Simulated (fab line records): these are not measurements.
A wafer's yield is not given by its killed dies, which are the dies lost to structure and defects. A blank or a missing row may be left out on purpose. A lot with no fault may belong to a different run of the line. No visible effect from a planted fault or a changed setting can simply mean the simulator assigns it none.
Struck lot and sound lot, side by side || flow gf180mcu || 22 out of 602 route steps
Sound: these wafers, L685.1, L685.2, L685.4. Struck: wafer L690.2. (L690.3, L690.5 of the same lot were not struck and are left out.) The cause comes at the end.
Each step with rows lists, per side, the tool, then ch with its chambers, then its first start. Under that, the readings that differ: sound wafers || struck wafers || difference of the means || sigmas: that difference in standard deviations of wafers without a fault.
alike: readings with means less than 2 such deviations apart, plus words and numbers identical on both sides. not compared: withheld readings, readings lacking a value on some wafer, bounds such as >300 that could conceal the same value, and numbers that have no deviation in the record and whose values overlap.
The two part at a step that has a row with sigmas, a row that says differs or no value, or rows on one side only. When numbers do not overlap yet have no deviation, they are printed without sigmas and do not part them. A reading that every wafer of one side lacks parts them only if that side has two wafers or more.

GF_V3_RS_MEAS_24: a four-point-probe measurement.
  sound on film metro-02, day 22 19:12; struck on film metro-03, day 25 18:13
  alike: V3_W_RS
GF_V3_THK_MEAS_25: measures by xrf.
  sound on film metro-02, day 22 19:19; struck on film metro-03, day 25 18:20
  alike: V3_W_THK
GF_V3_CMP_26: polishes, stops on SiO2, t overpolish 15 s, target thk 0 nm.
  sound on cmp-01 ch 0,1,2, day 22 19:23; struck on cmp-02 ch 1, day 25 18:26
{"reading": "motor current A (A)", "sound": "11.3 12.0 9.8", "struck": 14.0, "difference": "+3.0", "sigmas": "+2"}
{"reading": "time to endpoint s (s)", "sound": "81 81 81", "struck": 89, "difference": "+8", "sigmas": "+2"}
  alike: overpolish run s
GF_M4_SPUTTER_00: material Ti, target thk 37.5 nm, time 150 s.
  sound on pvd sputter-01, day 22 19:41; struck on pvd sputter-04, day 25 18:41
  alike: cathode dc power W, throttle valve pct
GF_M4_SPUTTER_01: material TiN, target thk 30 nm, time 25 s.
  sound on pvd sputter-01, day 22 19:47; struck on pvd sputter-04, day 25 18:47
  alike: cathode dc power W, throttle valve pct
GF_M4_SPUTTER_02: material AlCu, target thk 450 nm, time 23.9 s.
  sound on pvd sputter-01, day 22 19:49; struck on pvd sputter-04, day 25 18:49
  alike: cathode dc power W, throttle valve pct
GF_M4_SPUTTER_03: material Ti, target thk 10 nm, time 6.7 s.
  sound on pvd sputter-01, day 22 19:50; struck on pvd sputter-04, day 25 18:50
{"reading": "cathode dc power W (W)", "sound": "2999.8 3000.5 2998.7", "struck": 3001.8, "difference": "+2.1", "sigmas": "+4"}
  alike: throttle valve pct
then, 1 step without rows for these wafers: GF_M4_SPUTTER_04 (material TiN, target thk 50 nm, time 41.7 s).
GF_M4_RS_MEAS_05: a four-point-probe measurement.
  sound on film metro-02, day 22 19:54; struck on film metro-01, day 25 18:55
  alike: M4_ALCU_RS
GF_M4_THK_MEAS_06: measures by xrf.
  sound on film metro-02, day 22 20:01; struck on film metro-01, day 25 19:02
  alike: M4_ALCU_THK
then, 2 steps without rows for these wafers: GF_M4_DEHYDRATE_07 (time 60 s); GF_M4_HMDS_08 (prime time 60 s).
GF_M4_COAT_09: resist thk 1000 nm.
  sound on litho track-03 ch 0, day 23 06:43; struck on litho track-02 ch 0, day 26 05:11
{"reading": "model.KrF_of_M4_COAT_09.thk nm (nm)", "sound": "999.3 1001 1002", "struck": 958.2, "difference": -42.6, "sigmas": ""}
then, 4 steps without rows for these wafers: GF_M4_SOFTBAKE_10 (time 60 s); GF_M4_EXPOSE_11 (exposes mask Metal4, target cd 280 nm); GF_M4_PEB_12 (peb time 90 s); GF_M4_DEVELOP_13 (develop time 60 s).
GF_M4_CD_MEAS_14: the cd target is 280 nm.
  sound on cd sem-01, day 23 18:40; struck on cd sem-02, day 26 15:44
{"reading": "cd nm (nm)", "sound": "281.4 280.2 281.0", "struck": 278.1, "difference": -2.8, "sigmas": -3}
GF_M4_OVL_MEAS_15:
  sound on overlay-02, day 23 18:47; struck on overlay-02, day 26 15:50
  alike: M4_OVL
GF_M4_METAL_ETCH_16: etches the open film in Cl2/BCl3, stops on SiO2, target depth 627.5 nm, time 104.6 s.
  sound on rie metal-04 ch 0, day 23 18:49; struck on rie metal-04 ch 0, day 26 15:52
{"reading": "model.KrF_of_M4_COAT_09.thk nm (nm)", "sound": "736.5 738.4 735.9", "struck": 694.9, "difference": -42.0, "sigmas": ""}
  alike: drypump motor current A, he backside leak sccm, oes product au, throttle valve pct
  not compared: rf hours counter h
GF_M4_STRIP_17: strips in O2/N2.
  sound on plasma asher-02 ch 0,1, day 23 19:02; struck on plasma asher-03 ch 0, day 26 15:59
{"reading": "oes product au (a.u.)", "sound": "0.557 0.563 0.556", "struck": 0.544, "difference": -0.015, "sigmas": -3}
{"reading": "strip time to endpoint s (s)", "sound": "7.88 7.91 7.87", "struck": 7.48, "difference": -0.41, "sigmas": -11}
  alike: drypump motor current A, heater power w
  not compared: rf hours counter h
then, 1 step without rows for these wafers: GF_M4_STRIP_18 (strips in post etch residue remover, time 1200 s).

WHERE THEY PART
First at GF_V3_CMP_26; last, within this record, at GF_M4_STRIP_17.

WHY: what had been put in by the simulator
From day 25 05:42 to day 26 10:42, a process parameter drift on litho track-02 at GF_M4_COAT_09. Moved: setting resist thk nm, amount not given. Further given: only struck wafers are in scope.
